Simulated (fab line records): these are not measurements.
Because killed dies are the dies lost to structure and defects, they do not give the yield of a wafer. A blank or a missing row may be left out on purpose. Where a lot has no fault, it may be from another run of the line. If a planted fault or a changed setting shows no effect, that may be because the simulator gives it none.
fab line records	flow sky130
record lots=15	wafers=45	lastDay=50
route steps=708 shown POLY_GATE@218 LDD_HVP@288 SPACER@304 POLY_CUT@316 PAD_OPEN@708
lots untouched by any fault: they come from a run of this same line in which no faults occurred
startH: hours from the record's opening day to when the first of the lot's shown wafers began	waitH: hours from the lot's prior step to this one	" repeats the value in the row above	L1.1+2: several wafers, shown together as one row	- no value present, or no start provided	* or withheld: withheld	< > ~ a bound
route shown NAME@n: NAME is a module with steps in the file, n the number in the route of the first one	usual: mean/standard deviation taken from wafers without a fault	same: alike in all rows	chamber/n: place in a boat	sites: per-site readings	_std_site: standard deviation of those values	_edge_site: inner sites' mean taken away from outer sites' mean	radiusMm: for every site, how far away it sits from the centre of the wafer	mask NAME#n: copy n	behind: tool/chamber where the wafer was last shaped	hold: why the lot went on hold/how many hours it stayed there/how the hold came to an end	device: the n, p or np transistor that did not switch	end of line: the tests these same wafers got at the end of their route	where a step has no rows: the recipe by itself	killed: the dies lost at the first sort to structure and to defects; this is not the yield of the wafer	map: the dies of a wafer, with x for killed, . for not killed, _ for no die there
set.NAME: the setting the step ran with; set.NAME@STEP: the setting that earlier step ran with	model.NAME: the simulator's own value behind a step, which no gauge read
one table for each step of the route and one row for each wafer, over a sample of lots
services: when a tool's chamber went out of use (startH, in hours from the record's first day, below 0 if earlier), for how many hours, and the reason
## steps
# step SKY_POLY_GATE_THK_MEAS_04
# recipe reads=Si3N4_of_POLY_GATE_CVD_03
# usual POLY_GATE_CVD_03_THK=75.3/0.67
lot.wafer	tool	chamber	startH	waitH	POLY_GATE_CVD_03_THK[nm]
L180.1	filmMetro-04	-	330.36	0.0	74.4
L180.2	"	-	"	"	74.9
L180.4	"	-	"	"	74.6
L181.3	filmMetro-04	-	344.14	0.0	75.7
L181.5	"	-	"	"	75.3
L181.6	"	-	"	"	75.5
L185.2	filmMetro-02	-	378.43	0.0	75.4
L185.3	"	-	"	"	75.9
L185.4	"	-	"	"	76.4
L186.2	filmMetro-04	-	391.67	0.0	74.5
L186.4	"	-	"	"	74.5
L186.6	"	-	"	"	74.8
L187.3	filmMetro-01	-	399.56	0.0	75.4
L187.4	"	-	"	"	75.0
L187.5	"	-	"	"	75.7
L190.2	filmMetro-04	-	438.37	0.0	75.9
L190.5	"	-	"	"	75.5
L190.6	"	-	"	"	75.4
L193.1	filmMetro-04	-	478.04	0.0	75.4
L193.2	"	-	"	"	75.8
L193.3	"	-	"	"	75.7
L194.3	filmMetro-01	-	491.93	0.0	74.6
L194.5	"	-	"	"	74.2
L194.6	"	-	"	"	75.1
L195.3	filmMetro-04	-	494.34	0.0	75.3
L195.5	"	-	"	"	74.8
L195.6	"	-	"	"	74.9
L196.1	filmMetro-02	-	495.96	0.0	75.7
L196.4	"	-	"	"	75.9
L196.5	"	-	"	"	75.5
L197.2	filmMetro-04	-	497.87	0.0	75.8
L197.4	"	-	"	"	75.0
L197.5	"	-	"	"	75.2
L198.1	filmMetro-04	-	503.69	0.0	75.1
L198.3	"	-	"	"	74.8
L198.5	"	-	"	"	74.8
L199.3	filmMetro-04	-	508.26	0.0	75.6
L199.4	"	-	"	"	75.4
L199.5	"	-	"	"	75.2
L202.1	filmMetro-02	-	537.15	0.0	77.5
L202.3	"	-	"	"	76.6
L202.4	"	-	"	"	76.8
L203.1	filmMetro-04	-	556.31	0.0	75.0
L203.2	"	-	"	"	74.8
L203.5	"	-	"	"	74.4
# step SKY_LDD_HVP_TW_MEAS_10
# usual LDD_HVP_TW=451/8.5
lot.wafer	tool	chamber	startH	waitH	LDD_HVP_TW
L180.1	filmMetro-04	-	479.52	0.1	446
L180.2	"	-	"	"	448
L180.4	"	-	"	"	447
L181.3	filmMetro-03	-	497.89	0.1	465
L181.5	"	-	"	"	464
L181.6	"	-	"	"	461
L185.2	filmMetro-01	-	533.47	0.1	442
L185.3	"	-	"	"	441
L185.4	"	-	"	"	442
L186.2	filmMetro-04	-	545.02	0.1	448
L186.4	"	-	"	"	450
L186.6	"	-	"	"	446
L187.3	filmMetro-03	-	553.58	0.1	460
L187.4	"	-	"	"	463
L187.5	"	-	"	"	462
L190.2	filmMetro-04	-	592.98	0.1	449
L190.5	"	-	"	"	446
L190.6	"	-	"	"	450
L193.1	filmMetro-04	-	630.26	0.1	446
L193.2	"	-	"	"	448
L193.3	"	-	"	"	448
L194.3	filmMetro-01	-	641.44	0.1	439
L194.5	"	-	"	"	440
L194.6	"	-	"	"	441
L195.3	filmMetro-03	-	646.98	0.1	460
L195.5	"	-	"	"	462
L195.6	"	-	"	"	463
L196.1	filmMetro-03	-	647.12	0.1	461
L196.4	"	-	"	"	461
L196.5	"	-	"	"	460
L197.2	filmMetro-01	-	649.43	0.1	443
L197.4	"	-	"	"	444
L197.5	"	-	"	"	445
L198.1	filmMetro-01	-	653.96	0.1	443
L198.3	"	-	"	"	440
L198.5	"	-	"	"	442
L199.3	filmMetro-01	-	659.89	0.1	445
L199.4	"	-	"	"	441
L199.5	"	-	"	"	442
L202.1	filmMetro-03	-	683.92	0.1	462
L202.3	"	-	"	"	460
L202.4	"	-	"	"	462
L203.1	filmMetro-01	-	704.52	0.1	443
L203.2	"	-	"	"	443
L203.5	"	-	"	"	444
# step SKY_SPACER_CVD_00
# recipe material=Si3N4	precursor=DCS/NH3	targetThkNm=43.1	tempC=770	timeS=740	pressureMtorr=250
# usual pressureMtorr=249.9/0.46	spikeTcBottomC=788.8/1.1	timeS=740/0	zonePowerBottomPct=20.2/1.5	zonePowerCentrePct=12.72/0.22
lot.wafer	tool	chamber	startH	waitH	pressureMtorr	spikeTcBottomC	timeS	zonePowerBottomPct	zonePowerCentrePct
L180.1	lpcvd-02	1	512.21	1.3	250.0	788.1	740	21.3	12.67
L180.2	"	1	"	"	249.9	789.2	740	21.2	12.74
L180.4	"	1	"	"	249.9	790.4	740	21.5	12.59
L181.3	lpcvd-02	0	529.24	0.0	249.4	786.0	740	18.2	12.95
L181.5	"	0	"	"	249.5	788.1	740	18.1	12.89
L181.6	"	0	"	"	249.7	788.3	740	18.3	12.92
L185.2	lpcvd-02	0	563.79	0.0	-	-	-	-	-
L185.3	"	0	"	"	-	-	-	-	-
L185.4	"	0	"	"	-	-	-	-	-
L186.2	lpcvd-02	0	575.48	0.0	-	-	-	-	-
L186.4	"	0	"	"	-	-	-	-	-
L186.6	"	0	"	"	-	-	-	-	-
L187.3	lpcvd-02	1	583.48	0.0	-	-	-	-	-
L187.4	"	1	"	"	-	-	-	-	-
L187.5	"	1	"	"	-	-	-	-	-
L190.2	lpcvd-02	1	622.98	0.0	250.0	787.8	740	21.3	12.42
L190.5	"	1	"	"	250.1	789.8	740	21.4	12.70
L190.6	"	1	"	"	249.6	788.4	740	21.2	12.33
L193.1	lpcvd-02	1	659.67	0.0	249.8	789.0	740	21.6	12.46
L193.2	"	1	"	"	251.1	789.2	740	21.0	12.69
L193.3	"	1	"	"	250.3	788.1	740	21.1	12.66
L194.3	lpcvd-02	0	671.06	1.2	248.7	790.3	740	18.4	13.15
L194.5	"	0	"	"	249.4	788.3	740	18.3	12.82
L194.6	"	0	"	"	249.2	785.8	740	18.3	13.12
L195.3	lpcvd-02	1	675.42	0.0	248.6	790.1	740	21.3	12.49
L195.5	"	1	"	"	249.7	787.9	740	21.3	12.45
L195.6	"	1	"	"	249.4	789.2	740	21.3	12.72
L196.1	lpcvd-02	1	677.67	1.5	250.4	789.6	740	21.3	12.67
L196.4	"	1	"	"	249.4	790.1	740	21.3	12.53
L196.5	"	1	"	"	250.0	790.3	740	21.5	12.61
L197.2	lpcvd-02	0	679.93	1.7	250.6	789.0	740	18.3	13.07
L197.4	"	0	"	"	250.7	788.2	740	18.1	12.90
L197.5	"	0	"	"	250.1	788.2	740	18.6	12.56
L198.1	lpcvd-02	0	683.54	1.0	250.0	787.5	740	18.2	12.90
L198.3	"	0	"	"	250.1	787.2	740	18.2	12.86
L198.5	"	0	"	"	250.4	787.6	740	18.1	12.94
L199.3	lpcvd-02	1	688.27	0.0	249.5	788.1	740	21.6	12.45
L199.4	"	1	"	"	250.1	788.7	740	21.3	12.76
L199.5	"	1	"	"	250.1	790.1	740	21.4	12.66
L202.1	lpcvd-02	1	717.09	4.1	250.1	789.6	740	21.1	12.77
L202.3	"	1	"	"	250.2	790.7	740	21.3	12.62
L202.4	"	1	"	"	249.7	788.9	740	21.5	12.76
L203.1	lpcvd-02	0	733.84	1.5	250.8	787.9	740	18.1	12.80
L203.2	"	0	"	"	249.6	789.3	740	18.5	13.15
L203.5	"	0	"	"	249.8	787.2	740	18.0	12.84
# step SKY_POLY_CUT_OVL_MEAS_09
# usual POLY_CUT_OVL=-1/5.5
lot.wafer	tool	chamber	startH	waitH	POLY_CUT_OVL[nm]
L180.1	overlay-01	-	543.90	0.1	-6
L180.2	"	-	"	"	-4
L180.4	"	-	"	"	-4
L181.3	overlay-02	-	560.92	0.1	-10
L181.5	"	-	"	"	-8
L181.6	"	-	"	"	-4
L190.2	overlay-01	-	653.15	0.1	-2
L190.5	"	-	"	"	-1
L190.6	"	-	"	"	4
L193.1	overlay-01	-	688.45	0.1	9
L193.2	"	-	"	"	9
L193.3	"	-	"	"	4
L194.3	overlay-01	-	700.72	0.1	-8
L194.5	"	-	"	"	-2
L194.6	"	-	"	"	2
L195.3	overlay-01	-	705.42	0.1	-5
L195.5	"	-	"	"	0
L195.6	"	-	"	"	-1
L196.1	overlay-01	-	706.65	0.1	-6
L196.4	"	-	"	"	-9
L196.5	"	-	"	"	-8
L197.2	overlay-01	-	709.67	0.1	-8
L197.4	"	-	"	"	-8
L197.5	"	-	"	"	-10
L198.1	overlay-02	-	712.15	0.1	-7
L198.3	"	-	"	"	-1
L198.5	"	-	"	"	0
L199.3	overlay-02	-	716.75	0.1	-2
L199.4	"	-	"	"	-6
L199.5	"	-	"	"	-5
L202.1	overlay-01	-	746.96	0.1	10
L202.3	"	-	"	"	9
L202.4	"	-	"	"	9
L203.1	overlay-02	-	762.60	0.1	-3
L203.2	"	-	"	"	-2
L203.5	"	-	"	"	-3
# step SKY_PAD_OPEN_PROBE_99
# usual defectLimitedYield=82.3/1.9	killed_at_M0_to_M3=44/7.6	killed_at_M4_up=3.2/1.7	killedAtContacts=24/5.7	killedAtFrontEnd=16/3.9	killedAtOther=0.2/0.45	killedDies=87/9.5	killedOpen=47/6.9	killedShort=40/5.8	sort_bin_3_pad_short=0.9/0.4	sort_bin_5_function=10.4/1.4	sort_bin_6_memory=6.4/1.1	sortNPass=405/9.5	sortYieldPct=82.3/1.9
# same grossDies=492	killedAtBackSide=0	sort_bin_4_leakage[%]=0	sort_bin_8_speed[%]=0
lot.wafer	tool	chamber	startH	waitH	defectLimitedYield[%]	killed_at_M0_to_M3	killed_at_M4_up	killedAtContacts	killedAtFrontEnd	killedAtOther	killedDies	killedOpen	killedShort	sort_bin_3_pad_short[%]	sort_bin_5_function[%]	sort_bin_6_memory[%]	sortNPass	sortYieldPct[%]
L193.1	prober-02	-	1163.17	0.1	82.7	47	4	21	13	0	85	43	42	0.4	10.2	6.7	407	82.7
L193.2	prober-02	-	1163.22	0.1	82.7	43	5	17	19	1	85	46	39	0.4	10.2	6.7	407	82.7
L193.3	prober-02	-	1163.27	0.2	80.7	40	1	34	20	0	95	45	50	2.2	10.4	6.7	397	80.7
L195.3	prober-02	-	1174.57	0.2	81.9	43	3	22	20	1	89	42	47	0.8	9.3	7.9	403	81.9
L195.5	prober-02	-	1174.67	0.2	83.5	32	4	28	17	0	81	43	38	1.4	10.8	4.3	411	83.5
L195.6	prober-02	-	1174.72	0.2	84.8	43	2	15	15	0	75	39	36	0.4	8.7	6.1	417	84.8
L196.1	prober-01	-	1175.66	0.1	81.7	49	4	27	9	1	90	55	35	1.2	11.2	5.9	402	81.7
L196.4	prober-01	-	1175.81	0.2	82.5	50	5	17	14	0	86	45	41	0.6	10.0	6.9	406	82.5
L196.5	prober-01	-	1175.86	0.2	82.1	51	2	18	17	0	88	44	44	0.4	10.6	6.9	404	82.1
# killed by level:class
L193.1 VIA1:geometricParticle:open=11 LI_CONTACT:geometricParticle:open=6 VIA1:geometricParticle:short=6 METAL3:geometricParticle:short=6 CONTACT:geometricParticle:open=5 METAL2:geometricParticle:short=5 VIA3:geometricParticle:open=5 FIELD_ISO:geometricParticle:open=4
L193.2 VIA1:geometricParticle:open=12 CONTACT:geometricParticle:open=9 METAL1:geometricParticle:short=7 VIA2:geometricParticle:open=7 VIA1:geometricParticle:short=5 LI_CONTACT:geometricParticle:open=4 METAL2:geometricParticle:short=4 VIA3:geometricParticle:short=4
L193.3 VIA1:geometricParticle:open=9 CONTACT:geometricParticle:open=8 LI_CONTACT:geometricParticle:short=7 LOCAL_INTERCONNECT:geometricParticle:short=7 LI_CONTACT:geometricParticle:open=6 METAL1:geometricParticle:short=6 VIA3:geometricParticle:short=6 VIA3:geometricParticle:open=6
L195.3 VIA1:geometricParticle:open=10 CONTACT:geometricParticle:open=10 METAL2:geometricParticle:short=8 VIA1:geometricParticle:short=7 LOCAL_INTERCONNECT:geometricParticle:short=6 VIA2:geometricParticle:open=6 FIELD_ISO:geometricParticle:open=5 SPACER:geometricParticle:short=5
L195.5 LI_CONTACT:geometricParticle:open=8 CONTACT:geometricParticle:open=8 VIA2:geometricParticle:open=8 VIA1:geometricParticle:open=6 FIELD_ISO:geometricParticle:short=5 CONTACT:geometricParticle:short=4 SPACER:geometricParticle:short=4 METAL3:geometricParticle:short=4
L195.6 FIELD_ISO:geometricParticle:open=8 VIA1:geometricParticle:short=7 VIA1:geometricParticle:open=7 VIA2:geometricParticle:open=6 CONTACT:geometricParticle:open=5 METAL3:geometricParticle:short=5 LI_CONTACT:geometricParticle:open=4 METAL1:geometricParticle:open=4
L196.1 VIA3:geometricParticle:open=11 VIA1:geometricParticle:open=10 CONTACT:geometricParticle:open=10 LI_CONTACT:geometricParticle:open=9 VIA2:geometricParticle:open=6 LOCAL_INTERCONNECT:geometricParticle:short=6 VIA1:geometricParticle:short=5 METAL2:geometricParticle:short=5
L196.4 VIA2:geometricParticle:open=11 LI_CONTACT:geometricParticle:open=7 CONTACT:geometricParticle:open=7 VIA3:geometricParticle:short=7 VIA1:geometricParticle:short=6 VIA3:geometricParticle:open=6 VIA1:geometricParticle:open=6 FIELD_ISO:geometricParticle:short=4
L196.5 VIA1:geometricParticle:open=14 METAL2:geometricParticle:short=11 VIA3:geometricParticle:open=8 FIELD_ISO:geometricParticle:short=6 LI_CONTACT:geometricParticle:short=5 LI_CONTACT:geometricParticle:open=5 CONTACT:geometricParticle:open=4 METAL1:geometricParticle:short=4
## services
tool	chamber	startH	hours	kind
lpcvd-02	-	593.93	6.1	pm
lpcvd-02	-	732.31	1.5	repair
## key
firstSign step=SKY_SPACER_CVD_00	reading=toolRecord	direction=missing
effect none on later readings
metAt SKY_SPACER_CVD_00
struckLots L185,L186,L187
scrappedBehind SKY_SPACER_THK_MEAS_01 L185.2,L185.3,L185.4,L186.2,L186.4,L186.6,L187.3,L187.4,L187.5
notActingAt SKY_POLY_GATE_THK_MEAS_04,SKY_LDD_HVP_TW_MEAS_10,SKY_POLY_CUT_OVL_MEAS_09
onsetBetween 529.24 563.79
fault kind=skippedStepWhole	tool=lpcvd-02	chamber=-	onsetH=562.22	steps=SKY_SPACER_CVD_00	scope=struckLotsOnly
